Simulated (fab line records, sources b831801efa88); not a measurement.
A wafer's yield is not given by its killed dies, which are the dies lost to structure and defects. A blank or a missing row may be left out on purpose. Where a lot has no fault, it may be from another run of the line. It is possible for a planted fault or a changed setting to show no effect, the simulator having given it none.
Which tool is to blame? ; flow sky130 ; 12 lots with 36 wafers sampled at 2 steps, on a route of 708 steps

## WHAT EACH GAUGE READ, for each wafer
SKY_VIA4_THK_MEAS_20: measures by xrf. Usual: VIA4_W_THK typically reads 512 nm, with standard deviation 11.
lot;measured;on;VIA4_W_THK (nm);flag
L645;day 42 21:42;film metro-03;508 510 511;
L647;day 43 11:19;film metro-04;530 530 505;
L648;day 43 19:26;film metro-04;512 514 528;
L649;day 44 09:22;film metro-03;507 509 506;
L650;day 44 13:12;film metro-02;505 513 504;
L654;day 45 17:11;film metro-03;507 509 512;
L658;day 46 11:19;film metro-04;504 509 507;
L660;day 47 07:40;film metro-04;499 510 504;
L663;day 47 23:58;film metro-03;507 514 527;
L664;day 48 01:34;film metro-02;507 530 512;
L667;day 48 13:20;film metro-03;514 513 508;
L668;day 48 21:06;film metro-03;526 509 506;

## TOOL THAT RAN EACH LOT (tool first, then ch and the chambers of the sampled wafers, then the start)
lot;SKY_VIA3_SPUTTER_20
L645;pvd sputter-03, day 39 17:25
L647;pvd sputter-04, day 40 06:14
L648;pvd sputter-03, day 40 16:33
L649;pvd sputter-01, day 41 06:28
L650;pvd sputter-01, day 41 08:46
L654;pvd sputter-03, day 42 19:04
L658;pvd sputter-01, day 43 14:23
L660;pvd sputter-04, day 44 13:20
L663;pvd sputter-03, day 45 05:40
L664;pvd sputter-04, day 45 08:05
L667;pvd sputter-03, day 45 22:37
L668;pvd sputter-04, day 46 05:33
- SKY_VIA3_SPUTTER_20: material TiN, target thk 20 nm, time 80 s.

## AS READ BY THE TOOLS THEMSELVES (means over the sampled wafers that have a number; for cases with no such wafer, the mark the record gives instead)
SKY_VIA3_SPUTTER_20. Usual: throttle valve pct reads 30.1 % (standard deviation 1.2).
lot;tool;throttle valve pct (%);flag
L645;pvd sputter-03;30.5;
L647;pvd sputter-04;31.1;
L648;pvd sputter-03;30.1;
L649;pvd sputter-01;30.3;
L650;pvd sputter-01;30.2;
L654;pvd sputter-03;30.2;
L658;pvd sputter-01;30.7;
L660;pvd sputter-04;30.2;
L663;pvd sputter-03;30.2;
L664;pvd sputter-04;29.2;
L667;pvd sputter-03;30.8;
L668;pvd sputter-04;28.9;

## THE ANSWER, worked out from the rows above alone
Rule: lot off if the mean of its wafers having a number is beyond 3 standard deviations from the usual mean. A lot without any number at a reading at which 4 lots or more have one is off too. All remaining lots with rows at the step are treated as sound. The gauges are gone through in route order, then the tools' own readings, and for those a lot's mean is taken as printed above. The first step at which some lot is off is used, and at that step the reading that is off furthest; a lot without a number counts as furthest.
Across all readings shown, no lot is off: no conclusion can be drawn from this.

## WHAT WAS PUT IN BY THE SIMULATOR
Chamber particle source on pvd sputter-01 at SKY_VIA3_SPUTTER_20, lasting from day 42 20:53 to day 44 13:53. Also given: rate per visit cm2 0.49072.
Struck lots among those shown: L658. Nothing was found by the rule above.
